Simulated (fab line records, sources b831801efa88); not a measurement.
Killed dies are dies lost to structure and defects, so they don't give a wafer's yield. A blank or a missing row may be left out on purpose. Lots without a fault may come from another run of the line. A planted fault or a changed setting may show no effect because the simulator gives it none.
A struck lot beside a sound one | flow sky130 | 15 steps out of a route of 708
Sound: wafers L106.1, L106.2, L106.6. Struck: wafers L101.1, L101.3, L101.6. The cause comes at the end.
At each step with rows: each side's tool, then ch and its chambers, then its first start. Under that, the readings that differ: sound wafers | struck wafers | difference of the means | sigmas: that difference in standard deviations of wafers without a fault.
alike: readings whose means differ by less than 2 such deviations, and words and numbers that are the same on both sides. not compared: withheld readings, readings that some wafer has no value for, bounds like >300 that may hide the same value, and numbers for which the record gives no deviation and whose values overlap.
The two part at a step that has a row with sigmas, a row that says differs or no value, or rows on one side only. Numbers that don't overlap but have no deviation are shown without sigmas and don't part them. A reading that every wafer of one side lacks parts them only if that side has two wafers or more.

first, 1 step without rows for these wafers: SKY_VT_ADJUST_NCORE_DEVELOP_06 (develop time 60 s).
SKY_VT_ADJUST_NCORE_CD_MEAS_07: target cd 380 nm.
  sound on cd_sem-01, day 14 05:11; struck on cd_sem-02, day 12 15:17
  alike: cd_nm
SKY_VT_ADJUST_NCORE_OVL_MEAS_08:
  sound on overlay-02, day 14 05:19; struck on overlay-01, day 12 15:24
  alike: VT_ADJUST_NCORE_OVL
then, 1 step without rows for these wafers: SKY_VT_ADJUST_NCORE_IMPLANT_09.
SKY_VT_ADJUST_NCORE_STRIP_10: strips in O2/N2.
  sound on plasma_asher-03 ch 0,1, day 14 05:30; struck on plasma_asher-02 ch 0,1, day 12 15:35
  alike: drypump_motor_current_A, o2_flow_sccm, oes_product_au, strip_time_to_endpoint_s
  not compared: rf_hours_counter_h
SKY_VT_ADJUST_NCORE_TW_MEAS_11:
  sound on film_metro-03, day 14 05:36; struck on film_metro-01, day 12 15:41
  reading            | sound             | struck            | difference | sigmas
  VT_ADJUST_NCORE_TW | 218.8 219.5 218.4 | 216.1 215.5 214.8 | -3.4       | -2
then, 6 steps without rows for these wafers: SKY_VT_ADJUST_HVTR_DEHYDRATE_00 (time 60 s); SKY_VT_ADJUST_HVTR_HMDS_01 (prime time 60 s); SKY_VT_ADJUST_HVTR_COAT_02 (resist thk 1154 nm); SKY_VT_ADJUST_HVTR_SOFTBAKE_03 (time 60 s); SKY_VT_ADJUST_HVTR_EXPOSE_04 (exposes mask HVTRM, target cd 380 nm); SKY_VT_ADJUST_HVTR_PEB_05.
SKY_VT_ADJUST_HVTR_DEVELOP_06: develop time 60 s.
  sound on litho_track-04 ch 0, day 15 07:35; struck on litho_track-01 ch 0, day 13 16:34
SKY_VT_ADJUST_HVTR_CD_MEAS_07: target cd 380 nm.
  sound on cd_sem-01, day 15 07:44; struck on cd_sem-02, day 13 16:43
  reading    | sound             | struck            | difference | sigmas
  cd_nm (nm) | 381.9 383.8 382.7 | 262.7 265.5 263.7 | -118.8     | -50
SKY_VT_ADJUST_HVTR_OVL_MEAS_08:
  sound on overlay-02, day 15 07:51; struck on overlay-01, day 13 16:50
  reading                 | sound       | struck         | difference | sigmas
  VT_ADJUST_HVTR_OVL (nm) | 0.0 2.2 2.3 | -1.1 -2.3 -2.1 | -3.3       | -2

WHERE THEY PART
First at SKY_VT_ADJUST_NCORE_TW_MEAS_11; last, within this record, at SKY_VT_ADJUST_HVTR_OVL_MEAS_08.

WHY: what the simulator had put in
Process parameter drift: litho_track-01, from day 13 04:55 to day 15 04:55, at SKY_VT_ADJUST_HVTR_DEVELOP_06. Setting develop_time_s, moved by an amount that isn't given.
